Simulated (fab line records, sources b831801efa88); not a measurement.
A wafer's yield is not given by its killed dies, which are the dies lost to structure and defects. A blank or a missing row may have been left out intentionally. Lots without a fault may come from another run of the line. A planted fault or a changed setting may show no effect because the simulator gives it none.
Which of the tools did it? | flow gf180mcu | Sampling: 14 lots, 42 wafers, 3 of 602 route steps

## WHAT EACH GAUGE READ, for each wafer
GF_V5_THK_MEAS_03. Usual: V5_CVD_02_THK typically reads 1448 nm, with standard deviation 19.
lot  | measured     | on            | V5_CVD_02_THK (nm) | flag
L817 | day 27 01:31 | film-metro-03 | 1463 1432 1474     |
L818 | day 27 01:48 | film-metro-01 | 1441 1452 1452     |
L819 | day 27 10:46 | film-metro-02 | 1424 1435 1442     |
L820 | day 27 22:54 | film-metro-02 | 1412 1436 1451     |
L823 | day 29 01:24 | film-metro-01 | 1433 1428 1440     |
L825 | day 29 06:37 | film-metro-03 | 1422 1420 1462     |
L826 | day 29 10:19 | film-metro-01 | 1421 1446 1445     |
L827 | day 30 13:04 | film-metro-03 | 1447 1436 1453     |
L830 | day 30 19:21 | film-metro-02 | 1462 1423 1459     |
L831 | day 31 00:40 | film-metro-03 | 1416 1431 1447     |
L833 | day 31 12:25 | film-metro-02 | 1440 1458 1462     |
L835 | day 32 07:18 | film-metro-03 | 1437 1457 1446     |
L837 | day 32 11:58 | film-metro-02 | 1434 1459 1438     |
L840 | day 33 00:17 | film-metro-02 | 1467 1489 1461     |

## EACH LOT AND THE TOOL THAT RAN IT (in order: tool; ch and the chambers of the sampled wafers; start)
lot  | GF_MIM_STRIP_20                      | GF_V5_CVD_02
L817 | plasma-asher-04 ch 0,1, day 26 03:16 | pecvd-04 ch 1,2, day 27 01:24
L818 | plasma-asher-02 ch 0,1, day 26 03:59 | pecvd-02 ch 0,1,2, day 27 01:41
L819 | plasma-asher-04 ch 0,1, day 26 11:43 | pecvd-02 ch 1,2, day 27 10:38
L820 | plasma-asher-04 ch 0, day 27 01:15   | pecvd-02 ch 0,1,2, day 27 22:47
L823 | plasma-asher-04 ch 0,1, day 28 04:03 | pecvd-04 ch 1,2, day 29 01:17
L825 | plasma-asher-02 ch 0,1, day 28 08:28 | pecvd-02 ch 0,1,2, day 29 06:31
L826 | plasma-asher-04 ch 0,1, day 28 12:41 | pecvd-01 ch 0,2, day 29 10:13
L827 | plasma-asher-02 ch 0,1, day 29 16:37 | pecvd-04 ch 1,2, day 30 12:57
L830 | plasma-asher-01 ch 0,1, day 29 23:37 | pecvd-01 ch 0,2, day 30 19:15
L831 | plasma-asher-02 ch 0,1, day 30 05:18 | pecvd-01 ch 1,2, day 31 00:34
L833 | plasma-asher-04 ch 0,1, day 30 17:05 | pecvd-01 ch 0,2, day 31 12:17
L835 | plasma-asher-02 ch 0,1, day 31 12:35 | pecvd-01 ch 0,1, day 32 07:10
L837 | plasma-asher-02 ch 0,1, day 31 18:18 | pecvd-01 ch 0,1,2, day 32 11:52
L840 | plasma-asher-02 ch 0,1, day 32 06:05 | pecvd-01 ch 0,1,2, day 33 00:11
- GF_MIM_STRIP_20: strips in O2/N2.
- GF_V5_CVD_02: deposits SiO2 from TEOS, target thk 1450 nm, time 163.28 s.

## AS READ BY THE TOOLS THEMSELVES (means over the sampled wafers that have a number; for cases with no such wafer, the mark the record gives instead)
GF_MIM_STRIP_20. Usual: drypump-motor-current-A 5.9 A, standard deviation 0.35; heater-power-w 325 W, standard deviation 26; oes-product-au 0.691 a.u., standard deviation 0.0046; strip-time-to-endpoint-s 11.22 s, standard deviation 0.042.
lot  | tool            | drypump-motor-current-A (A) | heater-power-w (W) | oes-product-au (a.u.) | strip-time-to-endpoint-s (s) | flag
L817 | plasma-asher-04 | 5.9                         | 328                | 0.690                 | 11.24                        |
L818 | plasma-asher-02 | 5.9                         | 345                | 0.691                 | 11.21                        |
L819 | plasma-asher-04 | 5.9                         | 336                | 0.692                 | 11.25                        |
L820 | plasma-asher-04 | 5.8                         | 325                | 0.690                 | 11.26                        |
L823 | plasma-asher-04 | 5.9                         | 335                | 0.688                 | 11.19                        |
L825 | plasma-asher-02 | 6.2                         | 322                | 0.693                 | 11.26                        |
L826 | plasma-asher-04 | 5.8                         | 329                | 0.694                 | 11.23                        |
L827 | plasma-asher-02 | 6.2                         | 326                | 0.690                 | 11.28                        |
L830 | plasma-asher-01 | 5.6                         | 291                | 0.690                 | 11.25                        |
L831 | plasma-asher-02 | 6.0                         | 347                | 0.692                 | 11.22                        |
L833 | plasma-asher-04 | 5.9                         | 338                | 0.695                 | 11.19                        |
L835 | plasma-asher-02 | 5.9                         | 342                | 0.689                 | 11.19                        |
L837 | plasma-asher-02 | 6.0                         | 339                | 0.689                 | 11.19                        |
L840 | plasma-asher-02 | 6.0                         | 343                | 0.689                 | 11.22                        |

GF_V5_CVD_02. Usual: heater-power-w 632 W, standard deviation 110.
lot  | tool     | heater-power-w (W) | flag
L817 | pecvd-04 | 619                |
L818 | pecvd-02 | 701                |
L819 | pecvd-02 | 616                |
L820 | pecvd-02 | 676                |
L823 | pecvd-04 | 629                |
L825 | pecvd-02 | 699                |
L826 | pecvd-01 | 612                |
L827 | pecvd-04 | 620                |
L830 | pecvd-01 | 640                |
L831 | pecvd-01 | 567                |
L833 | pecvd-01 | 653                |
L835 | pecvd-01 | 600                |
L837 | pecvd-01 | 574                |
L840 | pecvd-01 | 583                |

## THE ANSWER, worked out from the rows above alone
Rule: a lot counts as off when the mean over its wafers that have a number is more than 3 standard deviations away from the usual mean. A lot without any number at a reading at which 4 lots or more have one is off too. All remaining lots with rows at the step are treated as sound. First the gauges in route order, then the tools' own readings, where a lot's mean is used as printed above. The first step at which some lot is off is used, and at that step the reading that is off furthest; a lot without a number counts as furthest.
Across all readings shown, no lot is off: no conclusion can be drawn from this.

## WHAT THE SIMULATOR HAD INSERTED
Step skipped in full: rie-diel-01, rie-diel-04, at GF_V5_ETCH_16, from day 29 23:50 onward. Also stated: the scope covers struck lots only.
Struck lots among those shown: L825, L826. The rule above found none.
